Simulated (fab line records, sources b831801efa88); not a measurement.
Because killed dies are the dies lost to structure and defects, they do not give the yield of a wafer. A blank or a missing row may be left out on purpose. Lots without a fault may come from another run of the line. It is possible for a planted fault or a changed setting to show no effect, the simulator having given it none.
Which of the tools did it? :: flow gf180mcu :: 24 lots, 72 wafers sampled, at 2 steps of a route of 602

WHAT THE GAUGES SHOWED, per wafer
GF_V1_CD_MEAS_14 targets a cd of 260 nm. Usual: cd_nm reads 260.1 nm (standard deviation 1.3).
lot: L074
measured: day 18 02:10
on: cd_sem-02
cd_nm (nm): 262.6 262.3 262.8
flag: 

lot: L075
measured: day 18 10:49
on: cd_sem-01
cd_nm (nm): 258.4 260.5 259.1
flag: 

lot: L076
measured: day 19 08:20
on: cd_sem-02
cd_nm (nm): 259.9 260.2 260.1
flag: 

lot: L078
measured: day 19 15:41
on: cd_sem-01
cd_nm (nm): 260.9 261.0 261.0
flag: 

lot: L077
measured: day 19 18:42
on: cd_sem-01
cd_nm (nm): 260.0 260.6 259.6
flag: 

lot: L079
measured: day 20 04:46
on: cd_sem-01
cd_nm (nm): 259.3 259.5 259.8
flag: 

lot: L080
measured: day 20 12:31
on: cd_sem-01
cd_nm (nm): 259.9 258.7 258.8
flag: 

lot: L081
measured: day 20 23:17
on: cd_sem-02
cd_nm (nm): 260.2 258.9 260.5
flag: 

lot: L082
measured: day 21 05:31
on: cd_sem-02
cd_nm (nm): 259.6 260.6 260.6
flag: 

lot: L083
measured: day 21 11:14
on: cd_sem-01
cd_nm (nm): 261.6 261.7 260.1
flag: 

lot: L084
measured: day 22 00:25
on: cd_sem-01
cd_nm (nm): 260.7 259.5 261.1
flag: 

lot: L085
measured: day 22 04:38
on: cd_sem-02
cd_nm (nm): 260.3 258.7 258.8
flag: 

lot: L086
measured: day 22 15:59
on: cd_sem-02
cd_nm (nm): 261.1 259.6 260.1
flag: 

lot: L087
measured: day 23 02:26
on: cd_sem-01
cd_nm (nm): 260.5 261.0 260.9
flag: 

lot: L089
measured: day 23 18:14
on: cd_sem-02
cd_nm (nm): 258.7 258.5 258.2
flag: 

lot: L088
measured: day 23 20:13
on: cd_sem-01
cd_nm (nm): 262.1 262.0 262.3
flag: 

lot: L090
measured: day 24 03:13
on: cd_sem-01
cd_nm (nm): 260.4 259.7 260.9
flag: 

lot: L091
measured: day 24 06:01
on: cd_sem-02
cd_nm (nm): 258.3 258.4 257.7
flag: 

lot: L092
measured: day 24 13:04
on: cd_sem-01
cd_nm (nm): 260.4 260.7 261.2
flag: 

lot: L093
measured: day 25 01:02
on: cd_sem-02
cd_nm (nm): 260.3 258.9 259.7
flag: 

lot: L094
measured: day 25 09:53
on: cd_sem-01
cd_nm (nm): 258.4 258.9 258.6
flag: 

lot: L095
measured: day 25 10:58
on: cd_sem-02
cd_nm (nm): 260.3 261.7 261.4
flag: 

lot: L096
measured: day 25 20:01
on: cd_sem-01
cd_nm (nm): 262.3 260.0 261.0
flag: 

lot: L097
measured: day 25 22:19
on: cd_sem-01
cd_nm (nm): 256.9 259.1 257.4
flag: 

GF_M3_RS_MEAS_05: measures by four-point-probe. Usual: for M3_ALCU_RS the level is 0.0693 ohm/sq and the standard deviation is 0.00097.
lot: L074
measured: day 20 07:46
on: film_metro-02
M3_ALCU_RS (ohm/sq): 0.0678 0.0690 0.0700
flag: 

lot: L075
measured: day 20 17:13
on: film_metro-01
M3_ALCU_RS (ohm/sq): 0.0701 0.0685 0.0697
flag: 

lot: L076
measured: day 21 13:59
on: film_metro-02
M3_ALCU_RS (ohm/sq): 0.0677 0.0688 0.0690
flag: 

lot: L078
measured: day 21 20:03
on: film_metro-04
M3_ALCU_RS (ohm/sq): 0.0680 0.0700 0.0689
flag: 

lot: L077
measured: day 22 00:55
on: film_metro-02
M3_ALCU_RS (ohm/sq): 0.0692 0.0686 0.0698
flag: 

lot: L079
measured: day 22 08:29
on: film_metro-01
M3_ALCU_RS (ohm/sq): 0.0704 0.0692 0.0703
flag: 

lot: L080
measured: day 22 17:21
on: film_metro-01
M3_ALCU_RS (ohm/sq): 0.0684 0.0689 0.0690
flag: 

lot: L081
measured: day 23 03:08
on: film_metro-01
M3_ALCU_RS (ohm/sq): 0.0677 0.0690 0.0690
flag: 

lot: L082
measured: day 23 07:09
on: film_metro-01
M3_ALCU_RS (ohm/sq): 0.0708 0.0687 0.0703
flag: 

lot: L083
measured: day 23 14:23
on: film_metro-02
M3_ALCU_RS (ohm/sq): 0.0697 0.0683 0.0696
flag: 

lot: L084
measured: day 24 02:13
on: film_metro-04
M3_ALCU_RS (ohm/sq): 0.0716 0.0708 0.0725
flag: 

lot: L085
measured: day 24 06:28
on: film_metro-02
M3_ALCU_RS (ohm/sq): 0.0700 0.0686 0.0697
flag: 

lot: L086
measured: day 24 17:32
on: film_metro-01
M3_ALCU_RS (ohm/sq): 0.0688 0.0697 0.0691
flag: 

lot: L087
measured: day 25 03:29
on: film_metro-01
M3_ALCU_RS (ohm/sq): 0.0691 0.0683 0.0695
flag: 

lot: L089
measured: day 25 18:38
on: film_metro-04
M3_ALCU_RS (ohm/sq): 0.0701 0.0710 0.0687
flag: 

lot: L088
measured: day 25 21:17
on: film_metro-04
M3_ALCU_RS (ohm/sq): 0.0687 0.0677 0.0675
flag: 

lot: L090
measured: day 26 03:28
on: film_metro-01
M3_ALCU_RS (ohm/sq): 0.0678 0.0682 0.0674
flag: 

lot: L091
measured: day 26 05:43
on: film_metro-01
M3_ALCU_RS (ohm/sq): 0.0703 0.0694 0.0697
flag: 

lot: L092
measured: day 26 12:14
on: film_metro-02
M3_ALCU_RS (ohm/sq): 0.0696 0.0698 0.0704
flag: 

lot: L093
measured: day 27 00:11
on: film_metro-02
M3_ALCU_RS (ohm/sq): 0.0700 0.0685 0.0688
flag: 

lot: L094
measured: day 27 08:13
on: film_metro-01
M3_ALCU_RS (ohm/sq): 0.0686 0.0702 0.0699
flag: 

lot: L095
measured: day 27 09:18
on: film_metro-04
M3_ALCU_RS (ohm/sq): 0.0690 0.0699 0.0700
flag: 

lot: L096
measured: day 27 17:55
on: film_metro-04
M3_ALCU_RS (ohm/sq): 0.0690 0.0689 0.0679
flag: 

lot: L097
measured: day 27 19:07
on: film_metro-02
M3_ALCU_RS (ohm/sq): 0.0699 0.0692 0.0688
flag: 

EACH LOT AND THE TOOL THAT RAN IT (in order: tool; ch and the chambers of the sampled wafers; start)
The record shows no process step preceding these readings.

WHAT THE TOOLS THEMSELVES READ (means of the sampled wafers that have a number; where no wafer has one, the mark that the record gives instead)
The record holds no such reading with a usual standard deviation.

THE ANSWER, worked out from the rows above alone
Rule: a lot counts as off when the mean over its wafers that have a number is more than 3 standard deviations away from the usual mean. Also off: a lot with no number at a reading for which 4 or more lots have one. All remaining lots with rows at the step are treated as sound. Order of review: gauges by route order, followed by the tools' own readings, for which a lot's mean as printed above is used. At the first step where some lot is off, the reading lying furthest off is the one used; lots without a number count as furthest.
No lot is off on any of the readings shown, so nothing can be concluded from this.

WHAT THE SIMULATOR HAD PUT IN
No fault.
